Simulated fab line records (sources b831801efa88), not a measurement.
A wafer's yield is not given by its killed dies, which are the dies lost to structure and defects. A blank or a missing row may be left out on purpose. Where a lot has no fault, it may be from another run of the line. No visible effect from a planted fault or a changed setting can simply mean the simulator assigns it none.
The tool behind it: which one? || flow gf180mcu || 12 lots, 36 wafers sampled, at 5 steps of a route of 602

== WHAT THE GAUGES SHOWED, per wafer ==
GF_MVPSD_OVL_MEAS_07.
{"lot": "L755", "measured": "day 5 08:34", "on": "overlay-01", "MVPSD_OVL (nm)": "3.4 1.9 2.6"}
{"lot": "L757", "measured": "day 5 17:49", "on": "overlay-02", "MVPSD_OVL (nm)": "0.9 1.1 1.4"}
{"lot": "L758", "measured": "day 5 23:19", "on": "overlay-02", "MVPSD_OVL (nm)": "3.0 2.8 3.6"}
{"lot": "L760", "measured": "day 6 12:36", "on": "overlay-01", "MVPSD_OVL (nm)": "2.9 1.1 0.2"}
{"lot": "L761", "measured": "day 6 18:57", "on": "overlay-02", "MVPSD_OVL (nm)": "1.1 0.9 1.6"}
{"lot": "L762", "measured": "day 7 00:22", "on": "overlay-01", "MVPSD_OVL (nm)": "1.1 -0.6 0.9"}
{"lot": "L764", "measured": "day 7 12:37", "on": "overlay-01", "MVPSD_OVL (nm)": "3.2 2.1 1.4"}
{"lot": "L768", "measured": "day 8 14:09", "on": "overlay-02", "MVPSD_OVL (nm)": "0.5 1.0 -1.3"}
{"lot": "L772", "measured": "day 9 12:17", "on": "overlay-02", "MVPSD_OVL (nm)": "0.4 0.0 0.4"}
{"lot": "L775", "measured": "day 10 05:35", "on": "overlay-02", "MVPSD_OVL (nm)": "1.8 0.7 0.3"}
{"lot": "L776", "measured": "day 10 10:42", "on": "overlay-02", "MVPSD_OVL (nm)": "1.2 1.6 0.4"}
{"lot": "L777", "measured": "day 10 16:29", "on": "overlay-02", "MVPSD_OVL (nm)": "1.3 2.2 0.2"}

GF_CONTACT_THK_MEAS_03.
{"lot": "L755", "measured": "day 15 18:34", "on": "filmMetro-02", "CONTACT_CVD_02_THK (nm)": "851 871 868"}
{"lot": "L757", "measured": "day 16 04:41", "on": "filmMetro-02", "CONTACT_CVD_02_THK (nm)": "846 854 862"}
{"lot": "L758", "measured": "day 16 12:50", "on": "filmMetro-02", "CONTACT_CVD_02_THK (nm)": "860 867 866"}
{"lot": "L760", "measured": "day 17 10:47", "on": "filmMetro-03", "CONTACT_CVD_02_THK (nm)": "868 847 874"}
{"lot": "L761", "measured": "day 17 19:11", "on": "filmMetro-04", "CONTACT_CVD_02_THK (nm)": "843 861 862"}
{"lot": "L762", "measured": "day 18 03:50", "on": "filmMetro-02", "CONTACT_CVD_02_THK (nm)": "865 856 868"}
{"lot": "L764", "measured": "day 19 02:17", "on": "filmMetro-03", "CONTACT_CVD_02_THK (nm)": "854 842 861"}
{"lot": "L768", "measured": "day 20 11:02", "on": "filmMetro-02", "CONTACT_CVD_02_THK (nm)": "855 953 885"}
{"lot": "L772", "measured": "day 21 19:36", "on": "filmMetro-04", "CONTACT_CVD_02_THK (nm)": "831 847 850"}
{"lot": "L775", "measured": "day 22 15:10", "on": "filmMetro-02", "CONTACT_CVD_02_THK (nm)": "854 876 868"}
{"lot": "L776", "measured": "day 22 23:50", "on": "filmMetro-03", "CONTACT_CVD_02_THK (nm)": "859 865 865"}
{"lot": "L777", "measured": "day 23 05:02", "on": "filmMetro-04", "CONTACT_CVD_02_THK (nm)": "857 860 878"}

== EACH LOT AND THE TOOL THAT RAN IT (in order: tool; ch and the chambers of the sampled wafers; start) ==
{"lot": "L755", "GF_STI_STRIP_15": "plasmaAsher-04 ch 0,1, day 2 08:28", "GF_HV_LDD_STRIP_49": "plasmaAsher-01 ch 0,1, day 12 22:16", "GF_CONTACT_CVD_02": "pecvd-01 ch 0,1, day 15 18:28"}
{"lot": "L757", "GF_STI_STRIP_15": "plasmaAsher-01 ch 0,1, day 2 16:45", "GF_HV_LDD_STRIP_49": "plasmaAsher-01 ch 0,1, day 13 07:12", "GF_CONTACT_CVD_02": "pecvd-02 ch 0,1,2, day 16 04:37"}
{"lot": "L758", "GF_STI_STRIP_15": "plasmaAsher-03 ch 0,1, day 2 22:49", "GF_HV_LDD_STRIP_49": "plasmaAsher-02 ch 0,1, day 13 16:14", "GF_CONTACT_CVD_02": "pecvd-01 ch 0,1,2, day 16 12:45"}
{"lot": "L760", "GF_STI_STRIP_15": "plasmaAsher-01 ch 0,1, day 3 09:48", "GF_HV_LDD_STRIP_49": "plasmaAsher-03 ch 0,1, day 14 12:13", "GF_CONTACT_CVD_02": "pecvd-02 ch 1,2, day 17 10:43"}
{"lot": "L761", "GF_STI_STRIP_15": "plasmaAsher-01 ch 0,1, day 3 13:41", "GF_HV_LDD_STRIP_49": "plasmaAsher-01 ch 0,1, day 14 19:49", "GF_CONTACT_CVD_02": "pecvd-04 ch 1,2, day 17 19:07"}
{"lot": "L762", "GF_STI_STRIP_15": "plasmaAsher-04 ch 0,1, day 3 19:04", "GF_HV_LDD_STRIP_49": "plasmaAsher-01 ch 0,1, day 15 01:53", "GF_CONTACT_CVD_02": "pecvd-01 ch 0,1, day 18 03:44"}
{"lot": "L764", "GF_STI_STRIP_15": "plasmaAsher-01 ch 0,1, day 4 05:14", "GF_HV_LDD_STRIP_49": "plasmaAsher-03 ch 0,1, day 15 22:18", "GF_CONTACT_CVD_02": "pecvd-04 ch 0,1,2, day 19 02:13"}
{"lot": "L768", "GF_STI_STRIP_15": "plasmaAsher-04 ch 0,1, day 5 01:38", "GF_HV_LDD_STRIP_49": "plasmaAsher-01 ch 0,1, day 17 06:00", "GF_CONTACT_CVD_02": "pecvd-01 ch 0,1,2, day 20 10:58"}
{"lot": "L772", "GF_STI_STRIP_15": "plasmaAsher-03 ch 0,1, day 5 23:18", "GF_HV_LDD_STRIP_49": "plasmaAsher-02 ch 0,1, day 18 14:12", "GF_CONTACT_CVD_02": "pecvd-04 ch 0,1,2, day 21 19:31"}
{"lot": "L775", "GF_STI_STRIP_15": "plasmaAsher-01 ch 0,1, day 6 13:37", "GF_HV_LDD_STRIP_49": "plasmaAsher-02 ch 0,1, day 19 10:14", "GF_CONTACT_CVD_02": "pecvd-04 ch 0,2, day 22 15:04"}
{"lot": "L776", "GF_STI_STRIP_15": "plasmaAsher-03 ch 0,1, day 6 19:26", "GF_HV_LDD_STRIP_49": "plasmaAsher-02 ch 0,1, day 19 18:03", "GF_CONTACT_CVD_02": "pecvd-02 ch 1,2, day 22 23:46"}
{"lot": "L777", "GF_STI_STRIP_15": "plasmaAsher-03 ch 0,1, day 6 23:45", "GF_HV_LDD_STRIP_49": "plasmaAsher-02 ch 0,1, day 20 00:06", "GF_CONTACT_CVD_02": "pecvd-02 ch 0,1, day 23 04:58"}
- GF_STI_STRIP_15: strips in O2/N2.
- GF_HV_LDD_STRIP_49: strips in O2/N2.
- GF_CONTACT_CVD_02: deposits SiO2 from TEOS, target thk 860 nm, time 95.992 s.

== WHAT THE TOOLS THEMSELVES READ (means of the sampled wafers that have a number; where no wafer has one, the mark that the record gives instead) ==
GF_STI_STRIP_15.
{"lot": "L755", "tool": "plasmaAsher-04", "drypumpMotorCurrentA (A)": 5.81, "heaterPowerW (W)": 339, "oesProductAu (a.u.)": 0.379, "stripTimeToEndpointS (s)": 3.67}
{"lot": "L757", "tool": "plasmaAsher-01", "drypumpMotorCurrentA (A)": 5.58, "heaterPowerW (W)": 366, "oesProductAu (a.u.)": 0.381, "stripTimeToEndpointS (s)": 3.73}
{"lot": "L758", "tool": "plasmaAsher-03", "drypumpMotorCurrentA (A)": 5.66, "heaterPowerW (W)": 337, "oesProductAu (a.u.)": 0.381, "stripTimeToEndpointS (s)": 3.67}
{"lot": "L760", "tool": "plasmaAsher-01", "drypumpMotorCurrentA (A)": 5.59, "heaterPowerW (W)": 362, "oesProductAu (a.u.)": 0.383, "stripTimeToEndpointS (s)": 3.70}
{"lot": "L761", "tool": "plasmaAsher-01", "drypumpMotorCurrentA (A)": 5.63, "heaterPowerW (W)": 365, "oesProductAu (a.u.)": 0.385, "stripTimeToEndpointS (s)": 3.70}
{"lot": "L762", "tool": "plasmaAsher-04", "drypumpMotorCurrentA (A)": 5.85, "heaterPowerW (W)": 328, "oesProductAu (a.u.)": 0.385, "stripTimeToEndpointS (s)": 3.71}
{"lot": "L764", "tool": "plasmaAsher-01", "drypumpMotorCurrentA (A)": 5.59, "heaterPowerW (W)": 364, "oesProductAu (a.u.)": 0.389, "stripTimeToEndpointS (s)": 3.76}
{"lot": "L768", "tool": "plasmaAsher-04", "drypumpMotorCurrentA (A)": 5.81, "heaterPowerW (W)": 339, "oesProductAu (a.u.)": 0.382, "stripTimeToEndpointS (s)": 3.75}
{"lot": "L772", "tool": "plasmaAsher-03", "drypumpMotorCurrentA (A)": 5.86, "heaterPowerW (W)": 348, "oesProductAu (a.u.)": 0.378, "stripTimeToEndpointS (s)": 3.70}
{"lot": "L775", "tool": "plasmaAsher-01", "drypumpMotorCurrentA (A)": 5.66, "heaterPowerW (W)": 363, "oesProductAu (a.u.)": 0.385, "stripTimeToEndpointS (s)": 3.73}
{"lot": "L776", "tool": "plasmaAsher-03", "drypumpMotorCurrentA (A)": 5.87, "heaterPowerW (W)": 339, "oesProductAu (a.u.)": 0.386, "stripTimeToEndpointS (s)": 3.73}
{"lot": "L777", "tool": "plasmaAsher-03", "drypumpMotorCurrentA (A)": 5.65, "heaterPowerW (W)": 338, "oesProductAu (a.u.)": 0.383, "stripTimeToEndpointS (s)": 3.73}

GF_HV_LDD_STRIP_49.
{"lot": "L755", "tool": "plasmaAsher-01", "drypumpMotorCurrentA (A)": 5.63, "heaterPowerW (W)": 369, "oesProductAu (a.u.)": 0.715, "stripTimeToEndpointS (s)": 12.66}
{"lot": "L757", "tool": "plasmaAsher-01", "drypumpMotorCurrentA (A)": 5.64, "heaterPowerW (W)": 362, "oesProductAu (a.u.)": 0.719, "stripTimeToEndpointS (s)": 12.62}
{"lot": "L758", "tool": "plasmaAsher-02", "drypumpMotorCurrentA (A)": 5.96, "heaterPowerW (W)": 354, "oesProductAu (a.u.)": 0.712, "stripTimeToEndpointS (s)": 12.64}
{"lot": "L760", "tool": "plasmaAsher-03", "drypumpMotorCurrentA (A)": 5.85, "heaterPowerW (W)": 343, "oesProductAu (a.u.)": 0.717, "stripTimeToEndpointS (s)": 12.61}
{"lot": "L761", "tool": "plasmaAsher-01", "drypumpMotorCurrentA (A)": 5.63, "heaterPowerW (W)": 365, "oesProductAu (a.u.)": 0.718, "stripTimeToEndpointS (s)": 12.58}
{"lot": "L762", "tool": "plasmaAsher-01", "drypumpMotorCurrentA (A)": 5.60, "heaterPowerW (W)": 358, "oesProductAu (a.u.)": 0.716, "stripTimeToEndpointS (s)": 12.63}
{"lot": "L764", "tool": "plasmaAsher-03", "drypumpMotorCurrentA (A)": 5.66, "heaterPowerW (W)": 339, "oesProductAu (a.u.)": 0.716, "stripTimeToEndpointS (s)": 12.61}
{"lot": "L768", "tool": "plasmaAsher-01", "drypumpMotorCurrentA (A)": 5.64, "heaterPowerW (W)": 369, "oesProductAu (a.u.)": 0.721, "stripTimeToEndpointS (s)": 12.61}
{"lot": "L772", "tool": "plasmaAsher-02", "drypumpMotorCurrentA (A)": 5.73, "heaterPowerW (W)": 332, "oesProductAu (a.u.)": 0.716, "stripTimeToEndpointS (s)": 12.60}
{"lot": "L775", "tool": "plasmaAsher-02", "drypumpMotorCurrentA (A)": 5.94, "heaterPowerW (W)": 356, "oesProductAu (a.u.)": 0.715, "stripTimeToEndpointS (s)": 12.63}
{"lot": "L776", "tool": "plasmaAsher-02", "drypumpMotorCurrentA (A)": 5.96, "heaterPowerW (W)": 353, "oesProductAu (a.u.)": 0.712, "stripTimeToEndpointS (s)": 12.60}
{"lot": "L777", "tool": "plasmaAsher-02", "drypumpMotorCurrentA (A)": 5.75, "heaterPowerW (W)": 336, "oesProductAu (a.u.)": 0.714, "stripTimeToEndpointS (s)": 12.69}

GF_CONTACT_CVD_02.
{"lot": "L755", "tool": "pecvd-01", "heaterPowerW (W)": 687}
{"lot": "L757", "tool": "pecvd-02", "heaterPowerW (W)": 753}
{"lot": "L758", "tool": "pecvd-01", "heaterPowerW (W)": 673}
{"lot": "L760", "tool": "pecvd-02", "heaterPowerW (W)": 736}
{"lot": "L761", "tool": "pecvd-04", "heaterPowerW (W)": 609}
{"lot": "L762", "tool": "pecvd-01", "heaterPowerW (W)": 682}
{"lot": "L764", "tool": "pecvd-04", "heaterPowerW (W)": 616}
{"lot": "L768", "tool": "pecvd-01", "heaterPowerW (W)": 712}
{"lot": "L772", "tool": "pecvd-04", "heaterPowerW (W)": 664}
{"lot": "L775", "tool": "pecvd-04", "heaterPowerW (W)": 708}
{"lot": "L776", "tool": "pecvd-02", "heaterPowerW (W)": 684}
{"lot": "L777", "tool": "pecvd-02", "heaterPowerW (W)": 698}

== THE ANSWER, worked out from the rows above alone ==
Rule: the usual values come from the lots themselves. The widest of any qualifying gaps counts: lots, ordered by their means at a reading, are off when they make up no more than a third of the lots, leave a main group of 4 or more, and stand apart from it by 3 or more times the standard deviation of that group's means. Not used: any main group whose means are identical at the precision the tables above print for the reading. Also off: a lot with no number at a reading for which 4 or more lots have one. Any other lot the step has rows for is counted as sound. First the gauges in route order, then the tools' own readings, where a lot's mean is used as printed above. At the first step where some lot is off, the reading lying furthest off is the one used; lots without a number count as furthest.
Off: at GF_CONTACT_THK_MEAS_03 (CONTACT_CVD_02_THK), L768. Main group: mean 859 nm, sd 6.9.
A tool fits if, at a process step before that reading, it ran every lot that is off, and no sound lot after the first of them. Gauges at GF_CONTACT_THK_MEAS_03: tried the same way as those tools. Can't be told from this: 3 tools fit, plasmaAsher-04 at GF_STI_STRIP_15, plasmaAsher-01 at GF_HV_LDD_STRIP_49, pecvd-01 at GF_CONTACT_CVD_02.

== WHAT HAD BEEN PUT IN BY THE SIMULATOR ==
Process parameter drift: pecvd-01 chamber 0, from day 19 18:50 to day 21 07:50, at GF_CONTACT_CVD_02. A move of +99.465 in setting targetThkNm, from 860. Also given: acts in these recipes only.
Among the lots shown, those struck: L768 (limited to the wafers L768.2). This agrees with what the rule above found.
